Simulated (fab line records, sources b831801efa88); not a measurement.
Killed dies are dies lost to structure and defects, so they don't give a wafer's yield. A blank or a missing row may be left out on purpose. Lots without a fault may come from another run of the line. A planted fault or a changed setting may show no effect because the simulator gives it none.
A struck lot beside a sound one | flow sky130 | 24 steps out of a route of 708
Sound: wafers L457.3, L457.4, L457.6. Struck: wafers L473.1, L473.3, L473.5. The cause comes at the end.
At each step with rows: each side's tool, then ch and its chambers, then its first start. Under that, the readings that differ: sound wafers | struck wafers | difference of the means | sigmas: that difference in standard deviations of wafers without a fault.
alike: readings whose means differ by less than 2 such deviations, and words and numbers that are the same on both sides. not compared: withheld readings, readings that some wafer has no value for, bounds like >300 that may hide the same value, and numbers for which the record gives no deviation and whose values overlap.
The two part at a step that has a row with sigmas, a row that says differs or no value, or rows on one side only. Numbers that don't overlap but have no deviation are shown without sigmas and don't part them. A reading that every wafer of one side lacks parts them only if that side has two wafers or more.

first, 8 steps without rows for these wafers: SKY_RES_XHIGH_DEHYDRATE_00 (time 60 s); SKY_RES_XHIGH_HMDS_01 (prime time 60 s); SKY_RES_XHIGH_COAT_02 (resist thk 1140 nm); SKY_RES_XHIGH_SOFTBAKE_03 (time 60 s); SKY_RES_XHIGH_EXPOSE_04 (exposes mask URPM, target cd 1270 nm); SKY_RES_XHIGH_PEB_05; SKY_RES_XHIGH_DEVELOP_06 (develop time 60 s); SKY_RES_XHIGH_IMPLANT_07.
SKY_RES_XHIGH_STRIP_08: strips in O2/N2.
  sound on plasma_asher-01 ch 0,1, day 28 09:43; struck on plasma_asher-01 ch 1, day 33 12:22
  alike: drypump_motor_current_A, oes_product_au, strip_time_to_endpoint_s
  not compared: rf_hours_counter_h
SKY_RES_XHIGH_TW_MEAS_09:
  sound on film_metro-04, day 28 09:48; struck on film_metro-02, day 33 12:28
  alike: RES_XHIGH_TW
then, 2 steps without rows for these wafers: SKY_SD_N_DEHYDRATE_00 (time 60 s); SKY_SD_N_HMDS_01 (prime time 60 s).
SKY_SD_N_COAT_02: resist thk 1140 nm.
  sound on litho_track-01 ch 0, day 28 23:25; struck on litho_track-01 ch 0, day 34 01:04
  reading                                   | sound          | struck            | difference | sigmas
  exhaust_pa (Pa)                           | 43.6 42.5 42.2 | 44.8 46.2 46.1    | +2.9       | +3
  model.NOVOLAK_of_SD_N_COAT_02.thk_nm (nm) | 1136 1140 1136 | 627.7 629.4 626.8 | -509.4     |
then, 3 steps without rows for these wafers: SKY_SD_N_SOFTBAKE_03 (time 60 s); SKY_SD_N_EXPOSE_04 (exposes mask NSDM, target cd 380 nm); SKY_SD_N_PEB_05.
SKY_SD_N_DEVELOP_06: develop time 60 s.
  sound on litho_track-01 ch 0, day 29 13:13; struck on litho_track-03 ch 0, day 34 14:31
  reading                                   | sound          | struck          | difference | sigmas
  model.NOVOLAK_of_SD_N_COAT_02.thk_nm (nm) | 1136 1139 1136 | 627.3 629 626.4 | -509.4     |
  alike: exhaust_pa
SKY_SD_N_CD_MEAS_07: target cd 380 nm.
  sound on cd_sem-02, day 29 13:21; struck on cd_sem-01, day 34 14:41
  reading    | sound             | struck            | difference | sigmas
  cd_nm (nm) | 376.6 379.4 378.9 | 442.7 440.7 441.5 | +63.3      | +24
SKY_SD_N_OVL_MEAS_08:
  sound on overlay-02, day 29 13:26; struck on overlay-01, day 34 14:49
  alike: SD_N_OVL
then, 2 steps without rows for these wafers: SKY_SD_N_IMPLANT_09; SKY_SD_N_IMPLANT_10.
SKY_SD_N_STRIP_11: strips in O2/N2.
  sound on plasma_asher-04 ch 0,1, day 29 13:48; struck on plasma_asher-01 ch 0,1, day 34 15:09
  reading                      | sound             | struck            | difference | sigmas
  oes_product_au (a.u.)        | 0.535 0.519 0.524 | 0.456 0.457 0.467 | -0.066     | -14
  strip_time_to_endpoint_s (s) | 22.52 22.54 22.50 | 16.70 16.73 16.74 | -5.80      | -99 or more
  alike: drypump_motor_current_A
  not compared: rf_hours_counter_h
SKY_SD_N_TW_MEAS_12:
  sound on film_metro-01, day 29 13:53; struck on film_metro-01, day 34 15:15
  alike: SD_N_TW
then, 1 step without rows for these wafers: SKY_PAD_OPEN_PROBE_99.

WHERE THEY PART
First at SKY_SD_N_COAT_02; last, within this record, at SKY_SD_N_STRIP_11. Later steps at which nothing parts them and some readings are alike: SKY_SD_N_TW_MEAS_12.

WHY: what the simulator had put in
Process parameter drift: litho_track-01, from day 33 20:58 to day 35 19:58, at SKY_SD_N_COAT_02. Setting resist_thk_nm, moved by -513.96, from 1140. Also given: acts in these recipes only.
